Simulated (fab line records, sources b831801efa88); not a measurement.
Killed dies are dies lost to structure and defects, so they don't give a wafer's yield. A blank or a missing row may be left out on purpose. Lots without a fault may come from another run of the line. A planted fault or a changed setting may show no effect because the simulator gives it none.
fab line records | flow sky130
record lots=24 wafers=72 last_day=50
route steps=708 shown CONTACT@421 VIA2@510 CAPM@541 METAL4@600
lots that met no fault: from a run of the same line without faults
start_h: hours from the record's first day to the start of the lot's first wafer shown | wait_h: hours since the lot's step before | " the same as in the row above | L1.1+2: a row that stands for several wafers | - no value, or no start given | * or withheld: withheld | < > ~ a bound
route shown NAME@n: a module of which the file shows steps, and the number in the route of the first | usual: mean/standard deviation of fault-free wafers | same: alike in all rows | chamber/n: place in a boat | sites: the reading at each site | _std_site: their standard deviation | _edge_site: outer sites' mean less inner sites' | radius_mm: how far each site lies from the wafer's centre | mask NAME#n: copy n | behind: the tool/chamber that last shaped the wafer | hold: why the lot was held/for how many hours/how that ended | device: the transistor (n, p or np) that didn't switch | end of line: the same wafers' tests at the end of the route | a step without rows: its recipe alone | killed: dies lost to structure and defects at the first sort, not the wafer's yield | map: a wafer's dies, x killed, . not, _ none there
set.NAME: the setting as run; set.NAME@STEP: as run at that earlier step | model.NAME: the simulator's own value behind a step, which no gauge read
steps of the route over a sample of lots; a table a step, a row a wafer
services: from which hour (start_h, from the record's first day; less than 0 if before it) a tool's chamber was out of use, for how many hours, and why
## steps
# step SKY_CONTACT_OVL_MEAS_15
# usual CONTACT_OVL=1/4.9
# columns lot.wafer tool chamber start_h wait_h CONTACT_OVL[nm]
L074.2 overlay-01 - 729.86 0.1 3
L074.3 " - " " 7
L074.5 " - " " 6
L076.1 overlay-02 - 752.84 0.1 0
L076.2 " - " " -2
L076.4 " - " " -4
L075.1 overlay-01 - 755.69 0.1 -5
L075.5 " - " " 4
L075.6 " - " " 7
L077.2 overlay-02 - 759.43 0.1 4
L077.4 " - " " 12
L077.5 " - " " -5
L078.1 overlay-02 - 760.99 0.1 9
L078.2 " - " " 2
L078.5 " - " " 2
L079.1 overlay-02 - 775.97 0.1 -2
L079.4 " - " " -3
L079.6 " - " " -6
L080.1 overlay-01 - 786.84 0.1 -1
L080.4 " - " " 0
L080.6 " - " " 0
L081.2 overlay-01 - 793.56 0.1 0
L081.4 " - " " 3
L081.5 " - " " 1
L082.2 overlay-01 - 798.90 0.1 3
L082.5 " - " " 3
L082.6 " - " " 7
L083.2 overlay-01 - 811.80 0.1 -3
L083.4 " - " " -3
L083.6 " - " " -8
L084.1 overlay-01 - 817.26 0.1 4
L084.3 " - " " -2
L084.4 " - " " -7
L085.3 overlay-02 - 830.40 0.1 -4
L085.5 " - " " -6
L085.6 " - " " 2
L086.3 overlay-01 - 838.64 0.1 3
L086.4 " - " " 0
L086.5 " - " " -2
L087.1 overlay-01 - 839.92 0.1 7
L087.2 " - " " 2
L087.5 " - " " 8
L088.1 overlay-02 - 848.34 0.1 1
L088.4 " - " " 4
L088.6 " - " " -2
L089.1 overlay-01 - 850.76 0.1 11
L089.2 " - " " 1
L089.3 " - " " 4
L090.1 overlay-01 - 861.01 0.1 -7
L090.4 " - " " -11
L090.6 " - " " -4
L092.1 overlay-02 - 869.98 0.1 6
L092.3 " - " " 4
L092.6 " - " " 6
L091.1 overlay-02 - 875.21 0.1 5
L091.2 " - " " 0
L091.6 " - " " -2
L093.1 overlay-02 - 890.36 0.1 -3
L093.3 " - " " -2
L093.6 " - " " -7
L095.1 overlay-02 - 891.38 0.1 7
L095.4 " - " " -7
L095.6 " - " " 6
L094.1 overlay-02 - 901.06 0.1 -1
L094.3 " - " " -2
L094.5 " - " " 7
L096.2 overlay-02 - 906.85 0.1 1
L096.5 " - " " 3
L096.6 " - " " -5
L097.2 overlay-01 - 910.86 0.1 8
L097.3 " - " " 6
L097.4 " - " " 9
# step SKY_VIA2_BOW_MEAS_03
# recipe mode=bow
# usual VIA2_BOW=84/7
# columns lot.wafer tool chamber start_h wait_h VIA2_BOW[um]
L074.2 film_metro-03 - 815.36 0.2 82
L074.3 " - " " 92
L074.5 " - " " 82
L076.1 film_metro-04 - 837.15 0.2 82
L076.2 " - " " 67
L076.4 " - " " 84
L075.1 film_metro-03 - 841.77 0.2 86
L075.5 " - " " 82
L075.6 " - " " 99
L077.2 film_metro-04 - 847.10 0.2 74
L077.4 " - " " 93
L077.5 " - " " 90
L078.1 film_metro-04 - 847.38 0.1 92
L078.2 " - " " 100
L078.5 " - " " 86
L079.1 film_metro-04 - 860.39 0.2 91
L079.4 " - " " 90
L079.6 " - " " 83
L080.1 film_metro-04 - 872.55 0.1 81
L080.4 " - " " 91
L080.6 " - " " 87
L081.2 film_metro-04 - 878.45 0.2 80
L081.4 " - " " 88
L081.5 " - " " 90
L082.2 film_metro-02 - 883.78 0.3 86
L082.5 " - " " 77
L082.6 " - " " 82
L083.2 film_metro-04 - 896.05 0.3 78
L083.4 " - " " 85
L083.6 " - " " 80
L084.1 film_metro-04 - 902.97 0.2 85
L084.3 " - " " 82
L084.4 " - " " 79
L085.3 film_metro-04 - 913.75 0.2 101
L085.5 " - " " 85
L085.6 " - " " 76
L086.3 film_metro-04 - 921.82 0.2 90
L086.4 " - " " 87
L086.5 " - " " 85
L087.1 film_metro-02 - 922.60 0.2 88
L087.2 " - " " 84
L087.5 " - " " 86
L088.1 film_metro-04 - 930.36 0.2 76
L088.4 " - " " 67
L088.6 " - " " 69
L089.1 film_metro-03 - 933.71 0.1 84
L089.2 " - " " 73
L089.3 " - " " 79
L090.1 film_metro-04 - 943.61 0.2 89
L090.4 " - " " 80
L090.6 " - " " 90
L092.1 film_metro-04 - 952.09 0.1 88
L092.3 " - " " 100
L092.6 " - " " 82
L091.1 film_metro-04 - 956.25 0.1 97
L091.2 " - " " 101
L091.6 " - " " 89
L093.1 film_metro-04 - 969.55 0.2 79
L093.3 " - " " 88
L093.6 " - " " 80
L095.1 film_metro-03 - 972.40 0.2 81
L095.4 " - " " 81
L095.6 " - " " 76
L094.1 film_metro-03 - 979.98 0.2 89
L094.3 " - " " 99
L094.5 " - " " 77
L096.2 film_metro-02 - 985.91 0.2 83
L096.5 " - " " 83
L096.6 " - " " 95
L097.2 film_metro-02 - 989.71 0.3 79
L097.3 " - " " 75
L097.4 " - " " 74
# step SKY_VIA2_CD_MEAS_12
# recipe target_cd_nm=200
# usual cd_nm=199.9/1.3
# columns lot.wafer tool chamber start_h wait_h cd_nm
L074.2 cd_sem-01 - 841.29 - 199.7
L074.3 " - " " 200.8
L074.5 " - " " 200.4
L076.1 cd_sem-01 - 862.64 - 199.9
L076.2 " - " " 199.7
L076.4 " - " " 199.3
L075.1 cd_sem-01 - 868.56 - 201.0
L075.5 " - " " 202.0
L075.6 " - " " 200.7
L077.2 cd_sem-01 - 872.21 - 200.7
L077.4 " - " " 200.9
L077.5 " - " " 200.2
L078.1 cd_sem-02 - 872.84 - 201.5
L078.2 " - " " 199.5
L078.5 " - " " 200.5
L079.1 cd_sem-01 - 886.47 - 199.7
L079.4 " - " " 199.7
L079.6 " - " " 200.7
L080.1 cd_sem-02 - 898.16 - 197.0
L080.4 " - " " 197.6
L080.6 " - " " 197.0
L081.2 cd_sem-02 - 903.99 - 200.3
L081.4 " - " " 200.6
L081.5 " - " " 202.3
L082.2 cd_sem-02 - 909.83 - 197.7
L082.5 " - " " 196.1
L082.6 " - " " 199.0
L083.2 cd_sem-02 - 921.49 - 200.4
L083.4 " - " " 198.3
L083.6 " - " " 200.4
L084.1 cd_sem-02 - 928.16 - 201.9
L084.3 " - " " 201.2
L084.4 " - " " 201.4
L085.3 cd_sem-01 - 938.50 - 198.8
L085.5 " - " " 200.0
L085.6 " - " " 199.1
L086.3 cd_sem-02 - 946.95 - 200.3
L086.4 " - " " 200.0
L086.5 " - " " 201.3
L087.1 cd_sem-02 - 947.29 - 202.4
L087.2 " - " " 200.4
L087.5 " - " " 202.1
L088.1 cd_sem-02 - 955.09 - 198.5
L088.4 " - " " 198.5
L088.6 " - " " 197.8
L089.1 cd_sem-01 - 958.36 - 200.8
L089.2 " - " " 201.1
L089.3 " - " " 199.3
L090.1 cd_sem-02 - 968.17 - 200.5
L090.4 " - " " 198.9
L090.6 " - " " 199.1
L092.1 cd_sem-01 - 975.66 - 200.0
L092.3 " - " " 199.5
L092.6 " - " " 200.0
L091.1 cd_sem-01 - 980.16 - 198.0
L091.2 " - " " 200.2
L091.6 " - " " 199.7
L093.1 cd_sem-02 - 993.54 - 201.6
L093.3 " - " " 201.8
L093.6 " - " " 201.6
L095.1 cd_sem-01 - 995.84 - 202.8
L095.4 " - " " 201.0
L095.6 " - " " 199.5
L094.1 cd_sem-02 - 1003.71 - 199.1
L094.3 " - " " 199.9
L094.5 " - " " 198.8
L096.2 cd_sem-02 - 1010.24 - 198.9
L096.5 " - " " 197.9
L096.6 " - " " 198.9
L097.2 cd_sem-01 - 1012.61 - 200.4
L097.3 " - " " 200.4
L097.4 " - " " 198.7
# step SKY_VIA2_OVL_MEAS_13
# usual VIA2_OVL=1/5.7
# columns lot.wafer tool chamber start_h wait_h VIA2_OVL[nm]
L074.2 overlay-02 - 841.40 0.1 8
L074.3 " - " " -2
L074.5 " - " " -1
L076.1 overlay-01 - 862.76 0.1 -16
L076.2 " - " " -4
L076.4 " - " " 2
L075.1 overlay-01 - 868.68 0.1 1
L075.5 " - " " 5
L075.6 " - " " -4
L077.2 overlay-01 - 872.31 0.1 4
L077.4 " - " " 1
L077.5 " - " " -8
L078.1 overlay-01 - 872.96 0.1 -4
L078.2 " - " " -7
L078.5 " - " " -3
L079.1 overlay-01 - 886.59 0.1 6
L079.4 " - " " 1
L079.6 " - " " 0
L080.1 overlay-02 - 898.28 0.1 2
L080.4 " - " " -2
L080.6 " - " " 2
L081.2 overlay-01 - 904.10 0.1 2
L081.4 " - " " 1
L081.5 " - " " 1
L082.2 overlay-02 - 909.93 0.1 -1
L082.5 " - " " 4
L082.6 " - " " -4
L083.2 overlay-02 - 921.60 0.1 3
L083.4 " - " " 7
L083.6 " - " " 7
L084.1 overlay-01 - 928.28 0.1 -6
L084.3 " - " " 1
L084.4 " - " " 3
L085.3 overlay-02 - 938.59 0.1 0
L085.5 " - " " 0
L085.6 " - " " 10
L086.3 overlay-02 - 947.04 0.1 -1
L086.4 " - " " -13
L086.5 " - " " -8
L087.1 overlay-02 - 947.41 0.1 -8
L087.2 " - " " -6
L087.5 " - " " -7
L088.1 overlay-01 - 955.21 0.1 10
L088.4 " - " " 15
L088.6 " - " " 10
L089.1 overlay-01 - 958.48 0.1 0
L089.2 " - " " 9
L089.3 " - " " 1
L090.1 overlay-02 - 968.29 0.1 10
L090.4 " - " " 8
L090.6 " - " " -2
L092.1 overlay-01 - 975.78 0.1 1
L092.3 " - " " 5
L092.6 " - " " 2
L091.1 overlay-02 - 980.28 0.1 -2
L091.2 " - " " 0
L091.6 " - " " 6
L093.1 overlay-02 - 993.66 0.1 -1
L093.3 " - " " 2
L093.6 " - " " 4
L095.1 overlay-01 - 995.96 0.1 -2
L095.4 " - " " 8
L095.6 " - " " -1
L094.1 overlay-02 - 1003.83 0.1 -4
L094.3 " - " " -2
L094.5 " - " " 2
L096.2 overlay-02 - 1010.35 0.1 2
L096.5 " - " " 5
L096.6 " - " " 0
L097.2 overlay-01 - 1012.71 0.1 7
L097.3 " - " " -1
L097.4 " - " " 7
# step SKY_CAPM_THK_MEAS_04
# recipe thk_meas_gauge=xrf reads=TiN_of_CAPM_SPUTTER_02
# usual CAPM_TIN_THK=198.8/2.4
# columns lot.wafer tool chamber start_h wait_h CAPM_TIN_THK[nm]
L074.2 film_metro-02 - 843.32 0.1 194.6
L074.3 " - " " 196.8
L074.5 " - " " 197.5
L076.1 film_metro-02 - 864.63 0.1 197.1
L076.2 " - " " 199.1
L076.4 " - " " 194.6
L075.1 film_metro-04 - 870.58 0.1 199.2
L075.5 " - " " 199.7
L075.6 " - " " 200.4
L077.2 film_metro-02 - 874.19 0.1 199.5
L077.4 " - " " 198.5
L077.5 " - " " 199.3
L078.1 film_metro-04 - 874.83 0.1 197.3
L078.2 " - " " 196.0
L078.5 " - " " 196.8
L079.1 film_metro-04 - 888.46 0.1 194.2
L079.4 " - " " 195.7
L079.6 " - " " 194.6
L080.1 film_metro-01 - 900.18 0.1 197.6
L080.4 " - " " 197.9
L080.6 " - " " 199.8
L081.2 film_metro-02 - 906.02 0.1 196.7
L081.4 " - " " 194.6
L081.5 " - " " 195.7
L082.2 film_metro-04 - 911.82 0.1 198.4
L082.5 " - " " 197.9
L082.6 " - " " 196.5
L083.2 film_metro-02 - 923.51 0.1 194.9
L083.4 " - " " 199.3
L083.6 " - " " 197.8
L084.1 film_metro-01 - 930.33 0.1 194.1
L084.3 " - " " 197.1
L084.4 " - " " 196.7
L085.3 film_metro-04 - 940.50 0.1 201.0
L085.5 " - " " 200.0
L085.6 " - " " 201.9
L086.3 film_metro-02 - 948.92 0.1 201.3
L086.4 " - " " 201.8
L086.5 " - " " 201.2
L087.1 film_metro-01 - 949.28 0.1 197.8
L087.2 " - " " 200.7
L087.5 " - " " 198.9
L088.1 film_metro-02 - 957.08 0.1 200.6
L088.4 " - " " 197.2
L088.6 " - " " 198.3
L089.1 film_metro-01 - 960.35 0.1 201.5
L089.2 " - " " 198.9
L089.3 " - " " 199.1
L090.1 film_metro-04 - 970.33 0.1 203.4
L090.4 " - " " 204.4
L090.6 " - " " 202.6
L092.1 film_metro-02 - 977.83 0.1 203.9
L092.3 " - " " 201.7
L092.6 " - " " 202.8
L091.1 film_metro-04 - 982.34 0.1 200.5
L091.2 " - " " 201.5
L091.6 " - " " 199.7
L093.1 film_metro-04 - 995.67 0.1 198.4
L093.3 " - " " 199.8
L093.6 " - " " 198.3
L095.1 film_metro-01 - 997.84 0.1 198.2
L095.4 " - " " 196.1
L095.6 " - " " 198.6
L094.1 film_metro-01 - 1005.74 0.1 202.3
L094.3 " - " " 198.5
L094.5 " - " " 199.2
L096.2 film_metro-01 - 1012.40 0.1 200.7
L096.5 " - " " 199.6
L096.6 " - " " 195.2
L097.2 film_metro-01 - 1014.72 0.1 202.0
L097.3 " - " " 196.2
L097.4 " - " " 200.2
# step SKY_METAL4_SPUTTER_02
# recipe material=AlCu target_thk_nm=735 power_w=10600 time_s=39.1 chamber_pressure_pa=0.4
# usual throttle_valve_pct=30.3/0.8
# columns lot.wafer tool chamber start_h wait_h throttle_valve_pct
L074.2 pvd_sputter-04 - 923.88 0.0 29.5
L074.3 " - " " 29.7
L074.5 " - " " 30.9
L076.1 pvd_sputter-04 - 943.18 0.0 31.1
L076.2 " - " " 29.5
L076.4 " - " " 29.4
L075.1 pvd_sputter-03 - 950.59 0.0 29.6
L075.5 " - " " 29.3
L075.6 " - " " 30.7
L077.2 pvd_sputter-03 - 952.95 0.0 29.3
L077.4 " - " " 29.5
L077.5 " - " " 30.8
L078.1 pvd_sputter-02 - 953.08 0.0 31.4
L078.2 " - " " 29.7
L078.5 " - " " 31.6
L079.1 pvd_sputter-04 - 966.73 0.0 29.6
L079.4 " - " " 31.2
L079.6 " - " " 30.7
L080.1 pvd_sputter-04 - 977.13 0.0 29.7
L080.4 " - " " 29.8
L080.6 " - " " 30.8
L081.2 pvd_sputter-03 - 983.55 0.0 29.8
L081.4 " - " " 29.5
L081.5 " - " " 30.7
L082.2 pvd_sputter-03 - 988.51 0.0 29.8
L082.5 " - " " 29.8
L082.6 " - " " 29.3
L083.2 pvd_sputter-02 - 999.69 0.0 31.2
L083.4 " - " " 31.4
L083.6 " - " " 31.5
L084.1 pvd_sputter-03 - 1007.25 0.0 29.4
L084.3 " - " " 30.2
L084.4 " - " " 29.8
L085.3 pvd_sputter-02 - 1015.27 0.0 31.4
L085.5 " - " " 31.4
L085.6 " - " " 31.3
L087.1 pvd_sputter-04 - 1024.48 0.0 29.9
L087.2 " - " " 29.8
L087.5 " - " " 30.8
L086.3 pvd_sputter-02 - 1025.02 0.0 29.5
L086.4 " - " " 31.3
L086.5 " - " " 29.4
L088.1 pvd_sputter-03 - 1031.94 0.0 30.7
L088.4 " - " " 29.3
L088.6 " - " " 30.8
L089.1 pvd_sputter-04 - 1034.51 0.0 29.7
L089.2 " - " " 29.7
L089.3 " - " " 30.8
L090.1 pvd_sputter-02 - 1044.97 0.0 31.3
L090.4 " - " " 31.2
L090.6 " - " " 29.8
L092.1 pvd_sputter-02 - 1050.67 0.0 31.3
L092.3 " - " " 29.5
L092.6 " - " " 31.5
L091.1 pvd_sputter-02 - 1056.19 0.0 29.8
L091.2 " - " " 31.2
L091.6 " - " " 31.1
L093.1 pvd_sputter-04 - 1066.74 0.0 29.3
L093.3 " - " " 29.8
L093.6 " - " " 31.1
L095.1 pvd_sputter-03 - 1068.66 0.0 30.4
L095.4 " - " " 30.0
L095.6 " - " " 30.5
L094.1 pvd_sputter-04 - 1076.03 0.0 31.3
L094.3 " - " " 29.8
L094.5 " - " " 30.0
L096.2 pvd_sputter-03 - 1081.92 0.0 30.4
L096.5 " - " " 29.6
L096.6 " - " " 29.4
L097.2 pvd_sputter-03 - 1083.85 0.0 29.4
L097.3 " - " " 29.9
L097.4 " - " " 29.2
## services
# columns tool chamber start_h hours kind
pvd_sputter-02 - 904.34 5.0 repair
pvd_sputter-04 1 905.69 - consumable_replace:kit
pvd_sputter-04 1 905.69 18.0 scheduled_down
pvd_sputter-04 1 905.69 18.0 vent_cycle
pvd_sputter-03 0 942.16 - consumable_replace:kit
pvd_sputter-03 0 942.16 18.0 scheduled_down
pvd_sputter-03 0 942.16 18.0 vent_cycle
pvd_sputter-02 1 973.42 - consumable_replace:kit
pvd_sputter-02 1 973.42 18.0 scheduled_down
pvd_sputter-02 1 973.42 18.0 vent_cycle
pvd_sputter-04 0 1039.21 - consumable_replace:kit
pvd_sputter-04 0 1039.21 18.0 scheduled_down
pvd_sputter-04 0 1039.21 18.0 vent_cycle
pvd_sputter-03 - 1046.33 5.4 repair
## key
fault none
